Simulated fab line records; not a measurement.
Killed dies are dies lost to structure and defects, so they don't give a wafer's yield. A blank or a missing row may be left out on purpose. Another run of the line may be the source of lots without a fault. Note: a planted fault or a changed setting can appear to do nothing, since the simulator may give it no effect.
fab line records -- flow sky130
record lots=13, wafers=39, last_day=50
route steps=708 shown LI_CONTACT@378 VIA4@658 METAL5@667 PASSIVATION@693 PAD_OPEN@708
lots that met no fault: taken from a fault-free run of the same line
start_h: start of the lot's first displayed wafer, in hours after the record's first day -- wait_h: time in hours since the lot's previous step -- " identical to the entry in the row above -- L1.1+2: several wafers, shown together as one row -- - no value, or no start was given -- * or withheld: withheld -- < > ~ a bound
route shown NAME@n: NAME is a module with steps in the file, n the number in the route of the first one -- usual: the fault-free wafers' mean and standard deviation -- same: alike in all rows -- chamber/n: place in a boat -- sites: readings site by site -- _std_site: their standard deviation -- _edge_site: the outer-site mean with the inner-site mean subtracted -- radius_mm: how far each site lies from the wafer's centre -- mask NAME#n: copy n -- behind: the most recent tool/chamber to have shaped the wafer -- hold: reason for holding the lot/hours on hold/outcome of the hold -- device: whichever transistor did not switch (one of n, p or np) -- end of line: tests run on the same wafers once the route is complete -- a step given without rows: its recipe and nothing more -- killed: dies that structure and defects cost at the first sort, which is not the same as the wafer's yield -- map: shows each die of a wafer: x if killed, . if not, _ if none is there
set.NAME: the setting as run; set.NAME@STEP: as run at that earlier step -- model.NAME: the simulator's own value behind a step, which no gauge read
steps of the route over a sample of lots; a table a step, a row a wafer
services: the hour from which a tool's chamber was out of use, counted from the record's first day as start_h (under 0 if before that day), plus the number of hours and why
## steps
# step SKY_LI_CONTACT_STRIP_16
# recipe chemistry=O2/N2, power_w=1400, pressure_mtorr=1500, platen_temp_c=withheld, o2_flow_sccm=3000, n2_flow_sccm=300, overash_fraction=0.5
# usual drypump_motor_current_A=5.6/0.64, oes_product_au=0.375/0.0048, strip_time_to_endpoint_s=3.497/0.022
lot.wafer,tool,chamber,start_h,wait_h,drypump_motor_current_A,oes_product_au,rf_hours_counter_h,strip_time_to_endpoint_s
L856.1,plasma_asher-03,1,681.24,-,5.3,0.375,54,3.484
L856.3,plasma_asher-03,0,681.24,-,6.2,0.378,-,3.478
L856.5,plasma_asher-03,0,681.24,-,6.2,0.365,-,3.456
L858.1,plasma_asher-01,0,702.12,-,4.8,0.377,102,3.516
L858.3,plasma_asher-01,1,702.12,-,5.2,0.375,-,3.507
L858.5,plasma_asher-01,1,702.12,-,5.2,0.365,-,3.539
L857.3,plasma_asher-03,0,704.80,-,6.2,0.373,-,3.469
L857.4,plasma_asher-03,1,704.80,-,5.3,0.380,-,3.490
L857.5,plasma_asher-03,0,704.80,-,6.2,0.382,-,3.490
L860.2,plasma_asher-01,0,712.67,-,4.9,0.380,103,3.489
L860.3,plasma_asher-01,1,712.67,-,5.2,0.375,-,3.527
L860.4,plasma_asher-01,0,712.67,-,4.9,0.364,-,3.511
L861.2,plasma_asher-03,0,717.78,-,6.2,0.381,57,3.479
L861.5,plasma_asher-03,0,717.78,-,6.2,0.374,-,3.486
L861.6,plasma_asher-03,1,717.78,-,5.3,0.382,-,3.483
L862.4,plasma_asher-04,0,735.81,-,5.1,0.366,-,3.507
L862.5,plasma_asher-04,0,735.81,-,5.1,0.373,-,3.496
L862.6,plasma_asher-04,1,735.81,-,6.7,0.370,-,3.473
L869.2,plasma_asher-03,1,783.59,-,5.3,0.368,64,3.484
L869.4,plasma_asher-03,0,783.59,-,6.2,0.360,-,3.464
L869.6,plasma_asher-03,0,783.59,-,6.2,0.368,-,3.495
L870.3,plasma_asher-03,0,787.42,-,6.2,0.379,-,3.502
L870.4,plasma_asher-03,1,787.42,-,5.3,0.375,-,3.512
L870.6,plasma_asher-03,0,787.42,-,6.2,0.373,-,3.481
L871.2,plasma_asher-03,1,795.18,-,5.3,0.372,65,3.494
L871.3,plasma_asher-03,1,795.18,-,5.3,0.380,-,3.466
L871.5,plasma_asher-03,0,795.18,-,6.2,0.373,-,3.456
L873.1,plasma_asher-04,0,810.82,-,5.1,0.371,39,3.507
L873.4,plasma_asher-04,1,810.82,-,6.7,0.378,-,3.502
L873.5,plasma_asher-04,1,810.82,-,6.7,0.370,-,3.485
L875.1,plasma_asher-04,0,827.04,-,5.1,0.377,40,3.500
L875.3,plasma_asher-04,1,827.04,-,6.7,0.384,-,3.491
L875.4,plasma_asher-04,0,827.04,-,5.1,0.379,-,3.508
L876.1,plasma_asher-01,0,828.29,-,4.8,0.376,8,3.472
L876.2,plasma_asher-01,1,828.29,-,5.2,0.378,8,3.506
L876.4,plasma_asher-01,1,828.29,-,5.2,0.378,-,3.519
L879.2,plasma_asher-01,1,852.99,-,5.2,0.377,11,3.523
L879.4,plasma_asher-01,0,852.99,-,4.8,0.378,-,3.510
L879.5,plasma_asher-01,1,852.99,-,5.2,0.373,-,3.503
# step SKY_VIA4_RS_MEAS_19
# recipe thk_meas_gauge=four-point-probe, reads=W_of_VIA4_CVD_18+TiN_of_VIA4_SPUTTER_17
# usual VIA4_W_RS=0.224/0.0041
lot.wafer,tool,chamber,start_h,wait_h,VIA4_W_RS[ohm/sq]
L856.1,film_metro-02,-,1007.01,0.3,0.229
L856.3,film_metro-02,-,1007.01,0.3,0.228
L856.5,film_metro-02,-,1007.01,0.3,0.229
L858.1,film_metro-01,-,1025.65,0.1,0.225
L858.3,film_metro-01,-,1025.65,0.1,0.231
L858.5,film_metro-01,-,1025.65,0.1,0.228
L857.3,film_metro-02,-,1028.19,0.1,0.227
L857.4,film_metro-02,-,1028.19,0.1,0.219
L857.5,film_metro-02,-,1028.19,0.1,0.221
L860.2,film_metro-04,-,1033.76,0.1,0.224
L860.3,film_metro-04,-,1033.76,0.1,0.226
L860.4,film_metro-04,-,1033.76,0.1,0.225
L861.2,film_metro-02,-,1039.20,0.1,0.219
L861.5,film_metro-02,-,1039.20,0.1,0.226
L861.6,film_metro-02,-,1039.20,0.1,0.218
L862.4,film_metro-04,-,1055.36,0.1,0.217
L862.5,film_metro-04,-,1055.36,0.1,0.227
L862.6,film_metro-04,-,1055.36,0.1,0.217
L869.2,film_metro-04,-,1091.21,0.1,0.222
L869.4,film_metro-04,-,1091.21,0.1,0.226
L869.6,film_metro-04,-,1091.21,0.1,0.230
L870.3,film_metro-02,-,1092.25,0.1,0.225
L870.4,film_metro-02,-,1092.25,0.1,0.216
L870.6,film_metro-02,-,1092.25,0.1,0.219
L871.2,film_metro-02,-,1101.83,0.1,0.217
L871.3,film_metro-02,-,1101.83,0.1,0.225
L871.5,film_metro-02,-,1101.83,0.1,0.227
L873.1,film_metro-04,-,1115.04,0.1,0.230
L873.4,film_metro-04,-,1115.04,0.1,0.226
L873.5,film_metro-04,-,1115.04,0.1,0.218
L875.1,film_metro-04,-,1126.75,0.1,0.221
L875.3,film_metro-04,-,1126.75,0.1,0.223
L875.4,film_metro-04,-,1126.75,0.1,0.230
L876.1,film_metro-01,-,1127.96,0.1,0.229
L876.2,film_metro-01,-,1127.96,0.1,0.224
L876.4,film_metro-01,-,1127.96,0.1,0.227
L879.2,film_metro-04,-,1145.03,0.1,0.228
L879.4,film_metro-04,-,1145.03,0.1,0.225
L879.5,film_metro-04,-,1145.03,0.1,0.227
# step SKY_METAL5_THK_MEAS_06
# recipe thk_meas_gauge=xrf, reads=AlCu_of_METAL5_SPUTTER_02
# usual METAL5_ALCU_THK=1135/12
lot.wafer,tool,chamber,start_h,wait_h,METAL5_ALCU_THK[nm]
L856.1,film_metro-01,-,1007.77,0.1,1131
L856.3,film_metro-01,-,1007.77,0.1,1136
L856.5,film_metro-01,-,1007.77,0.1,1143
L858.1,film_metro-01,-,1026.41,0.1,1147
L858.3,film_metro-01,-,1026.41,0.1,1146
L858.5,film_metro-01,-,1026.41,0.1,1142
L857.3,film_metro-01,-,1028.93,0.1,1132
L857.4,film_metro-01,-,1028.93,0.1,1139
L857.5,film_metro-01,-,1028.93,0.1,1133
L860.2,film_metro-01,-,1034.85,0.1,1153
L860.3,film_metro-01,-,1034.85,0.1,1132
L860.4,film_metro-01,-,1034.85,0.1,1140
L861.2,film_metro-03,-,1039.96,0.1,1119
L861.5,film_metro-03,-,1039.96,0.1,1131
L861.6,film_metro-03,-,1039.96,0.1,1112
L862.4,film_metro-03,-,1056.10,0.1,1137
L862.5,film_metro-03,-,1056.10,0.1,1144
L862.6,film_metro-03,-,1056.10,0.1,1153
L869.2,film_metro-04,-,1091.97,0.1,1119
L869.4,film_metro-04,-,1091.97,0.1,1121
L869.6,film_metro-04,-,1091.97,0.1,1109
L870.3,film_metro-03,-,1092.99,0.1,1130
L870.4,film_metro-03,-,1092.99,0.1,1120
L870.6,film_metro-03,-,1092.99,0.1,1123
L871.2,film_metro-04,-,1102.79,0.1,1149
L871.3,film_metro-04,-,1102.79,0.1,1150
L871.5,film_metro-04,-,1102.79,0.1,1151
L873.1,film_metro-04,-,1115.81,0.1,1133
L873.4,film_metro-04,-,1115.81,0.1,1122
L873.5,film_metro-04,-,1115.81,0.1,1125
L875.1,film_metro-01,-,1127.52,0.1,1143
L875.3,film_metro-01,-,1127.52,0.1,1137
L875.4,film_metro-01,-,1127.52,0.1,1126
L876.1,film_metro-01,-,1128.73,0.1,1144
L876.2,film_metro-01,-,1128.73,0.1,1151
L876.4,film_metro-01,-,1128.73,0.1,1148
L879.2,film_metro-01,-,1145.79,0.1,1128
L879.4,film_metro-01,-,1145.79,0.1,1120
L879.5,film_metro-01,-,1145.79,0.1,1121
# step SKY_PASSIVATION_STRIP_12
# recipe chemistry=O2/N2, power_w=1400, pressure_mtorr=1500, platen_temp_c=withheld, overash_fraction=0.7, o2_flow_sccm=3000, n2_flow_sccm=300
# usual drypump_motor_current_A=5.4/0.69, oes_product_au=0.661/0.0048, strip_time_to_endpoint_s=31.64/0.14
lot.wafer,tool,chamber,start_h,wait_h,drypump_motor_current_A,oes_product_au,rf_hours_counter_h,strip_time_to_endpoint_s
L856.1,plasma_asher-01,1,1054.70,0.1,5.2,0.668,31,31.70
L856.3,plasma_asher-01,0,1054.70,0.1,4.9,0.662,-,31.76
L856.5,plasma_asher-01,1,1054.70,0.1,5.2,0.663,-,31.82
L858.1,plasma_asher-01,1,1072.12,0.1,5.2,0.657,33,31.71
L858.3,plasma_asher-01,1,1072.12,0.1,5.2,0.662,-,31.80
L858.5,plasma_asher-01,1,1072.12,0.1,5.2,0.664,-,31.79
L857.3,plasma_asher-04,1,1073.90,0.1,6.7,0.664,-,31.48
L857.4,plasma_asher-04,0,1073.90,0.1,5.1,0.664,-,31.47
L857.5,plasma_asher-04,0,1073.90,0.1,5.1,0.662,-,31.41
L860.2,plasma_asher-04,1,1079.38,0.1,6.7,0.662,66,31.33
L860.3,plasma_asher-04,0,1079.38,0.1,5.1,0.670,-,31.34
L860.4,plasma_asher-04,1,1079.38,0.1,6.7,0.663,-,31.42
L861.2,plasma_asher-04,0,1084.68,0.1,5.1,0.659,66,31.65
L861.5,plasma_asher-04,0,1084.68,0.1,5.2,0.655,-,31.73
L861.6,plasma_asher-04,1,1084.68,0.1,6.7,0.669,-,31.64
L862.4,plasma_asher-01,1,1098.75,0.1,5.2,0.666,-,31.66
L862.5,plasma_asher-01,0,1098.75,0.1,4.8,0.661,-,31.68
L862.6,plasma_asher-01,1,1098.75,0.1,5.2,0.662,-,31.78
L869.2,plasma_asher-01,1,1133.26,0.1,5.2,0.667,41,31.45
L869.4,plasma_asher-01,0,1133.26,0.1,4.8,0.663,-,31.46
L869.6,plasma_asher-01,0,1133.26,0.1,4.8,0.657,-,31.42
L870.3,plasma_asher-04,0,1134.29,0.1,5.2,0.663,-,31.58
L870.4,plasma_asher-04,1,1134.29,0.1,6.7,0.663,-,31.60
L870.6,plasma_asher-04,0,1134.29,0.1,5.1,0.651,-,31.58
L871.2,plasma_asher-02,0,1142.88,0.1,5.8,0.661,1,31.87
L871.3,plasma_asher-02,0,1142.88,0.1,5.8,0.668,-,31.68
L871.5,plasma_asher-02,1,1142.88,0.1,6.5,0.663,-,31.66
L873.1,plasma_asher-04,1,1153.88,0.1,6.7,0.663,74,31.60
L873.4,plasma_asher-04,0,1153.88,0.1,5.1,0.657,-,31.67
L873.5,plasma_asher-04,0,1153.88,0.1,5.1,0.668,-,31.51
L875.1,plasma_asher-01,0,1164.77,0.1,4.8,0.664,44,31.49
L875.3,plasma_asher-01,0,1164.77,0.1,4.9,0.655,-,31.73
L875.4,plasma_asher-01,1,1164.77,0.1,5.2,0.670,-,31.55
L876.1,plasma_asher-04,0,1165.88,0.1,5.1,0.660,76,31.53
L876.2,plasma_asher-04,1,1165.88,0.1,6.7,0.662,76,31.59
L876.4,plasma_asher-04,0,1165.88,0.1,5.1,0.658,-,31.62
L879.2,plasma_asher-01,1,1181.57,0.1,5.2,0.657,46,31.66
L879.4,plasma_asher-01,1,1181.57,0.1,5.2,0.656,-,31.64
L879.5,plasma_asher-01,1,1181.57,0.1,5.2,0.662,-,31.46
# step SKY_PAD_OPEN_PROBE_99
# usual killed_at_M0_to_M3=44/7.4, killed_at_M4_up=3.1/1.8, killed_at_contacts=24/5.6, killed_at_front_end=15/4.9, killed_at_other=0.4/0.59, killed_dies=87/9.8, killed_open=47/7.2, killed_short=39/6.8
# same gross_dies=492, killed_at_back_side=0
lot.wafer,tool,chamber,start_h,wait_h,hold,killed_at_M0_to_M3,killed_at_M4_up,killed_at_contacts,killed_at_front_end,killed_at_other,killed_dies,killed_open,killed_short
L856.1,prober-02,-,1078.45,0.1,-,33,4,20,18,0,75,50,24
L856.3,prober-02,-,1078.55,0.2,-,50,4,29,23,1,107,54,53
L856.5,prober-02,-,1078.65,0.2,-,44,2,35,16,1,98,53,45
L858.1,prober-01,-,1095.49,0.1,-,40,0,21,11,0,72,47,25
L858.3,prober-01,-,1095.59,0.2,-,46,2,25,17,0,90,49,41
L858.5,prober-01,-,1095.69,0.2,-,48,3,32,9,0,92,58,34
L857.3,prober-02,-,1097.40,0.2,-,46,4,24,16,0,90,47,43
L857.4,prober-02,-,1097.45,0.2,-,50,5,11,19,0,85,46,38
L857.5,prober-02,-,1097.50,0.2,-,40,3,30,24,0,97,44,50
L860.2,prober-02,-,1103.18,0.1,-,25,3,29,14,0,71,37,33
L860.3,prober-02,-,1103.23,0.2,-,42,4,22,21,0,89,43,46
L860.4,prober-02,-,1103.28,0.2,-,29,1,29,9,0,68,34,34
L861.2,prober-02,-,1109.14,0.1,-,35,5,24,18,2,84,38,45
L861.5,prober-02,-,1109.29,0.2,-,41,7,13,21,1,83,38,43
L861.6,prober-02,-,1109.34,0.2,-,55,4,16,8,1,84,47,36
L862.4,prober-01,-,1120.74,0.2,-,41,4,19,21,1,86,38,48
L862.5,prober-01,-,1120.79,0.2,-,31,1,18,11,0,61,30,31
L862.6,prober-01,-,1120.84,0.2,-,43,5,13,10,0,71,34,37
L869.2,prober-02,-,1154.53,0.1,await_dispo/3.3h/release,34,5,87,8,0,134,42,25
L869.4,prober-02,-,1154.63,0.2,await_dispo/3.3h/release,33,3,48,10,0,94,43,31
L869.6,prober-02,-,1154.73,0.2,await_dispo/3.3h/release,44,2,57,19,0,122,55,45
L870.3,prober-01,-,1155.52,0.2,await_dispo/4.1h/release,47,4,47,6,0,104,42,42
L870.4,prober-01,-,1155.57,0.2,await_dispo/4.1h/release,58,6,81,13,0,158,64,32
L870.6,prober-01,-,1155.67,0.2,await_dispo/4.1h/release,55,1,46,16,0,118,55,41
L871.2,prober-02,-,1163.36,0.1,await_dispo/1.9h/release,39,2,72,30,0,143,47,36
L871.3,prober-02,-,1163.41,0.2,await_dispo/1.9h/release,47,3,85,21,0,156,49,42
L871.5,prober-02,-,1163.51,0.2,await_dispo/1.9h/release,36,0,56,20,0,112,44,46
L873.1,prober-02,-,1173.54,0.1,-,38,2,21,13,0,74,41,33
L873.4,prober-02,-,1173.69,0.2,-,41,3,18,13,0,75,43,32
L873.5,prober-02,-,1173.74,0.2,-,47,1,27,16,0,91,52,39
L875.1,prober-02,-,1184.50,0.1,-,45,3,31,23,0,102,55,47
L875.3,prober-02,-,1184.60,0.2,-,44,3,34,13,0,94,51,42
L875.4,prober-02,-,1184.65,0.2,-,45,1,33,17,0,96,52,44
L876.1,prober-01,-,1184.69,0.1,-,33,3,25,9,0,70,36,33
L876.2,prober-01,-,1184.74,0.1,-,45,5,29,15,0,94,60,34
L876.4,prober-01,-,1184.84,0.2,-,42,3,25,14,1,85,40,45
L879.2,prober-01,-,1199.34,0.1,-,45,3,16,14,0,78,44,34
L879.4,prober-01,-,1199.44,0.2,-,40,2,23,13,1,79,37,42
L879.5,prober-01,-,1199.49,0.2,-,40,5,30,9,0,84,53,31
# killed by level:class
L856.1 CONTACT:geometric_particle:open=12 VIA1:geometric_particle:open=7 VIA3:geometric_particle:open=7 POLY_GATE:geometric_particle:open=6 METAL3:geometric_particle:short=5 LI_CONTACT:geometric_particle:open=4 VIA2:geometric_particle:open=4 FIELD_ISO:geometric_particle:open=3
L856.3 CONTACT:geometric_particle:open=11 VIA1:geometric_particle:open=9 VIA1:geometric_particle:short=7 POLY_GATE:geometric_particle:short=6 VIA2:geometric_particle:open=6 VIA3:geometric_particle:open=6 METAL2:geometric_particle:short=6 POLY_GATE:geometric_particle:open=5
L856.5 LI_CONTACT:geometric_particle:open=11 CONTACT:geometric_particle:open=10 VIA1:geometric_particle:open=10 CONTACT:geometric_particle:short=9 VIA3:geometric_particle:open=8 VIA2:geometric_particle:open=8 FIELD_ISO:geometric_particle:short=7 METAL2:geometric_particle:short=6
L858.1 VIA2:geometric_particle:open=9 LI_CONTACT:geometric_particle:open=8 VIA1:geometric_particle:open=8 POLY_GATE:geometric_particle:open=6 CONTACT:geometric_particle:open=6 METAL1:geometric_particle:short=6 METAL3:geometric_particle:short=4 VIA3:geometric_particle:open=4
L858.3 VIA2:geometric_particle:open=8 VIA3:geometric_particle:open=8 METAL1:geometric_particle:short=7 CONTACT:geometric_particle:open=7 LI_CONTACT:geometric_particle:open=6 VIA1:geometric_particle:open=6 FIELD_ISO:geometric_particle:open=4 POLY_GATE:geometric_particle:short=4
L858.5 LI_CONTACT:geometric_particle:open=12 CONTACT:geometric_particle:open=12 VIA1:geometric_particle:open=11 VIA3:geometric_particle:open=7 METAL1:geometric_particle:short=7 VIA2:geometric_particle:open=7 VIA1:geometric_particle:short=6 LOCAL_INTERCONNECT:geometric_particle:short=4
L857.3 LI_CONTACT:geometric_particle:open=8 CONTACT:geometric_particle:open=8 VIA1:geometric_particle:open=7 FIELD_ISO:geometric_particle:open=6 METAL1:geometric_particle:short=6 VIA3:geometric_particle:open=6 METAL2:geometric_particle:short=5 VIA3:geometric_particle:short=5
L857.4 VIA1:geometric_particle:open=11 METAL1:geometric_particle:short=10 VIA3:geometric_particle:open=10 METAL2:geometric_particle:short=9 POLY_GATE:geometric_particle:open=6 LI_CONTACT:geometric_particle:open=5 CONTACT:geometric_particle:open=4 FIELD_ISO:geometric_particle:short=3
L857.5 LI_CONTACT:geometric_particle:open=13 POLY_GATE:geometric_particle:short=10 VIA1:geometric_particle:open=6 VIA2:geometric_particle:open=6 LOCAL_INTERCONNECT:geometric_particle:short=5 CONTACT:geometric_particle:open=5 METAL1:geometric_particle:short=5 METAL3:geometric_particle:short=5
L860.2 CONTACT:geometric_particle:open=7 LOCAL_INTERCONNECT:geometric_particle:short=7 POLY_GATE:geometric_particle:open=6 LI_CONTACT:geometric_particle:open=6 METAL1:geometric_particle:short=5 CONTACT:geometric_particle:short=4 FIELD_ISO:geometric_particle:short=3 LI_CONTACT:geometric_particle:short=3
L860.3 VIA3:geometric_particle:open=11 VIA2:geometric_particle:open=7 LI_CONTACT:geometric_particle:open=6 VIA1:geometric_particle:open=6 METAL2:geometric_particle:short=6 LOCAL_INTERCONNECT:geometric_particle:short=5 CONTACT:geometric_particle:short=5 VIA2:geometric_particle:short=5
L860.4 CONTACT:geometric_particle:open=10 LI_CONTACT:geometric_particle:open=6 METAL2:geometric_particle:short=6 VIA2:geometric_particle:open=6 LOCAL_INTERCONNECT:geometric_particle:short=5 CONTACT:geometric_particle:short=5 POLY_GATE:geometric_particle:short=4 VIA3:geometric_particle:open=4
L861.2 VIA1:geometric_particle:open=8 LI_CONTACT:geometric_particle:open=8 METAL1:geometric_particle:short=7 POLY_GATE:geometric_particle:short=5 POLY_GATE:geometric_particle:open=5 CONTACT:geometric_particle:open=5 CONTACT:geometric_particle:short=5 METAL4:geometric_particle:short=5
L861.5 VIA1:geometric_particle:open=9 METAL1:geometric_particle:short=6 POLY_GATE:geometric_particle:open=5 CONTACT:geometric_particle:open=5 VIA2:geometric_particle:short=5 VIA3:geometric_particle:open=5 FIELD_ISO:geometric_particle:open=4 FIELD_ISO:geometric_particle:short=4
L861.6 VIA2:geometric_particle:open=12 VIA1:geometric_particle:open=9 METAL2:geometric_particle:short=9 METAL1:geometric_particle:short=6 POLY_GATE:geometric_particle:open=5 VIA3:geometric_particle:open=5 LI_CONTACT:geometric_particle:short=4 LOCAL_INTERCONNECT:geometric_particle:short=4
L862.4 VIA1:geometric_particle:open=12 METAL1:geometric_particle:short=9 POLY_GATE:geometric_particle:short=6 LI_CONTACT:geometric_particle:open=6 CONTACT:geometric_particle:open=6 METAL2:geometric_particle:short=5 VIA2:geometric_particle:open=5 FIELD_ISO:geometric_particle:open=4
L862.5 CONTACT:geometric_particle:open=8 METAL2:geometric_particle:short=8 FIELD_ISO:geometric_particle:open=4 METAL1:geometric_particle:short=4 VIA1:geometric_particle:short=4 VIA2:geometric_particle:open=4 CONTACT:geometric_particle:short=3 VIA1:geometric_particle:open=3
L862.6 METAL1:geometric_particle:short=12 CONTACT:geometric_particle:open=7 VIA1:geometric_particle:open=7 METAL2:geometric_particle:short=7 VIA2:geometric_particle:short=5 LI_CONTACT:geometric_particle:open=4 VIA1:geometric_particle:short=4 FIELD_ISO:geometric_particle:short=3
L869.2 LI_CONTACT:unspecified=67 CONTACT:geometric_particle:open=8 VIA1:geometric_particle:open=8 VIA3:geometric_particle:open=6 LI_CONTACT:geometric_particle:open=5 METAL1:geometric_particle:short=5 FIELD_ISO:geometric_particle:open=4 VIA2:geometric_particle:open=4
L869.4 LI_CONTACT:unspecified=20 CONTACT:geometric_particle:open=8 LI_CONTACT:geometric_particle:open=6 FIELD_ISO:geometric_particle:short=5 CONTACT:geometric_particle:short=5 VIA1:geometric_particle:open=5 VIA2:geometric_particle:open=5 VIA3:geometric_particle:open=5
L869.6 LI_CONTACT:unspecified=22 VIA1:geometric_particle:open=12 CONTACT:geometric_particle:open=11 LI_CONTACT:geometric_particle:short=9 LI_CONTACT:geometric_particle:open=8 VIA3:geometric_particle:open=8 FIELD_ISO:geometric_particle:short=7 VIA2:geometric_particle:open=6
L870.3 LI_CONTACT:unspecified=20 CONTACT:geometric_particle:open=11 VIA1:geometric_particle:open=7 METAL1:geometric_particle:short=6 LI_CONTACT:geometric_particle:open=6 METAL2:geometric_particle:short=6 VIA2:geometric_particle:open=6 VIA1:geometric_particle:short=5
L870.4 LI_CONTACT:unspecified=62 VIA1:geometric_particle:open=26 CONTACT:geometric_particle:open=7 VIA3:geometric_particle:open=7 VIA2:geometric_particle:open=7 LI_CONTACT:geometric_particle:open=5 VIA1:geometric_particle:short=5 METAL4:geometric_particle:short=5
L870.6 LI_CONTACT:unspecified=22 VIA3:geometric_particle:open=11 CONTACT:geometric_particle:open=10 VIA1:geometric_particle:open=10 METAL1:geometric_particle:short=8 POLY_GATE:geometric_particle:open=7 CONTACT:geometric_particle:short=5 METAL2:geometric_particle:short=5
L871.2 LI_CONTACT:unspecified=58 VIA1:geometric_particle:open=17 POLY_GATE:geometric_particle:short=10 POLY_GATE:geometric_particle:open=7 METAL1:geometric_particle:short=5 METAL2:geometric_particle:short=5 FIELD_ISO:geometric_particle:short=4 SPACER:geometric_particle:open=4
L871.3 LI_CONTACT:unspecified=63 LI_CONTACT:geometric_particle:open=11 VIA1:geometric_particle:open=7 METAL2:geometric_particle:short=7 FIELD_ISO:geometric_particle:short=6 CONTACT:geometric_particle:open=6 METAL1:geometric_particle:short=6 FIELD_ISO:geometric_particle:open=5
L871.5 LI_CONTACT:unspecified=22 LI_CONTACT:geometric_particle:open=8 VIA2:geometric_particle:open=8 CONTACT:geometric_particle:short=7 POLY_GATE:geometric_particle:short=6 LI_CONTACT:geometric_particle:short=6 CONTACT:geometric_particle:open=6 METAL2:geometric_particle:short=6
L873.1 VIA2:geometric_particle:open=10 CONTACT:geometric_particle:open=9 CONTACT:geometric_particle:short=7 METAL1:geometric_particle:short=5 VIA3:geometric_particle:open=5 FIELD_ISO:geometric_particle:open=4 LI_CONTACT:geometric_particle:open=4 VIA3:geometric_particle:short=4
L873.4 VIA1:geometric_particle:open=9 LI_CONTACT:geometric_particle:open=8 VIA3:geometric_particle:open=7 VIA2:geometric_particle:open=6 METAL2:geometric_particle:short=5 VIA3:geometric_particle:short=5 FIELD_ISO:geometric_particle:open=4 CONTACT:geometric_particle:open=4
L873.5 VIA1:geometric_particle:open=11 VIA2:geometric_particle:open=11 CONTACT:geometric_particle:open=10 METAL2:geometric_particle:short=7 CONTACT:geometric_particle:short=6 FIELD_ISO:geometric_particle:short=5 FIELD_ISO:geometric_particle:open=5 LOCAL_INTERCONNECT:geometric_particle:short=5
L875.1 CONTACT:geometric_particle:open=12 VIA1:geometric_particle:open=10 METAL1:geometric_particle:short=10 POLY_GATE:geometric_particle:short=7 LI_CONTACT:geometric_particle:open=6 VIA3:geometric_particle:open=6 FIELD_ISO:geometric_particle:open=5 LOCAL_INTERCONNECT:geometric_particle:short=5
L875.3 CONTACT:geometric_particle:open=14 VIA1:geometric_particle:open=11 LOCAL_INTERCONNECT:geometric_particle:short=8 POLY_GATE:geometric_particle:open=6 METAL2:geometric_particle:short=6 VIA3:geometric_particle:open=6 VIA1:geometric_particle:short=5 LI_CONTACT:geometric_particle:open=4
L875.4 CONTACT:geometric_particle:open=11 VIA1:geometric_particle:open=11 LI_CONTACT:geometric_particle:open=9 CONTACT:geometric_particle:short=9 METAL2:geometric_particle:short=8 VIA3:geometric_particle:open=6 FIELD_ISO:geometric_particle:short=4 POLY_GATE:geometric_particle:short=4
L876.1 CONTACT:geometric_particle:open=8 LI_CONTACT:geometric_particle:open=6 METAL2:geometric_particle:short=6 VIA3:geometric_particle:open=6 LOCAL_INTERCONNECT:geometric_particle:short=4 CONTACT:geometric_particle:short=4 METAL1:geometric_particle:short=4 VIA1:geometric_particle:open=4
L876.2 CONTACT:geometric_particle:open=14 VIA1:geometric_particle:open=11 VIA2:geometric_particle:open=10 LI_CONTACT:geometric_particle:open=6 VIA3:geometric_particle:open=6 METAL2:geometric_particle:short=5 CONTACT:geometric_particle:short=5 VIA1:geometric_particle:short=5
L876.4 CONTACT:geometric_particle:open=11 VIA1:geometric_particle:open=8 METAL1:geometric_particle:short=7 VIA1:geometric_particle:short=6 FIELD_ISO:geometric_particle:short=5 LOCAL_INTERCONNECT:geometric_particle:short=5 VIA3:geometric_particle:open=4 VIA2:geometric_particle:open=4
L879.2 VIA1:geometric_particle:open=10 VIA1:geometric_particle:short=8 LI_CONTACT:geometric_particle:open=7 CONTACT:geometric_particle:open=7 FIELD_ISO:geometric_particle:open=6 METAL2:geometric_particle:short=6 VIA3:geometric_particle:open=6 METAL1:geometric_particle:short=5
L879.4 VIA1:geometric_particle:open=8 VIA2:geometric_particle:open=6 CONTACT:geometric_particle:open=6 LI_CONTACT:geometric_particle:open=5 LOCAL_INTERCONNECT:geometric_particle:short=5 CONTACT:geometric_particle:short=5 METAL1:geometric_particle:short=5 METAL2:geometric_particle:short=5
L879.5 LI_CONTACT:geometric_particle:open=11 CONTACT:geometric_particle:open=10 VIA2:geometric_particle:open=9 METAL1:geometric_particle:short=6 METAL2:geometric_particle:short=5 FIELD_ISO:geometric_particle:open=4 LOCAL_INTERCONNECT:geometric_particle:short=4 VIA1:geometric_particle:open=4
## services
tool,chamber,start_h,hours,kind
plasma_asher-04,-,692.04,1.3,repair
plasma_asher-01,-,733.75,9.0,pm
plasma_asher-01,0,733.75,9.0,vent_cycle
plasma_asher-01,1,733.75,9.0,vent_cycle
plasma_asher-01,0,742.75,-,clean
plasma_asher-01,1,742.75,-,clean
plasma_asher-03,-,800.64,3.2,repair
plasma_asher-03,-,817.15,0.5,repair
plasma_asher-04,-,910.51,2.9,repair
plasma_asher-03,-,929.29,0.7,repair
plasma_asher-04,-,945.42,1.1,repair
plasma_asher-02,-,951.60,0.8,repair
plasma_asher-02,-,1042.88,81.5,repair
plasma_asher-02,-,1124.39,9.0,pm
plasma_asher-02,0,1124.39,9.0,vent_cycle
plasma_asher-02,1,1124.39,9.0,vent_cycle
plasma_asher-02,0,1133.39,-,clean
plasma_asher-02,1,1133.39,-,clean
## key
first_sign step=SKY_PAD_OPEN_PROBE_99, reading=killed_at_contacts, direction=up, sigmas=7.2, usual=24, struck=64
effect step=SKY_PAD_OPEN_PROBE_99, reading=killed_dies, direction=up, sigmas=4.1, usual=87, struck=127, wafers_moved=7
met_at SKY_LI_CONTACT_STRIP_16
struck_lots L869,L870,L871
tester_left_out L869,L870,L871
not_acting_at SKY_VIA4_RS_MEAS_19,SKY_METAL5_THK_MEAS_06,SKY_PASSIVATION_STRIP_12
onset_between 717.78 783.59
fault kind=chamber_particle_source, tool=plasma_asher-03, chamber=-, onset_h=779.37, steps=SKY_LI_CONTACT_STRIP_16, rate_per_visit_cm2=1.5167, end_h=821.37
# tester_left_out: of these lots the tester's yield and bins aren't shown, on N5 and GAA mostly nor the transistor test; their killed dies are dies lost to structure and defects alone, not to doping, threshold or leakage, so they don't give the yield
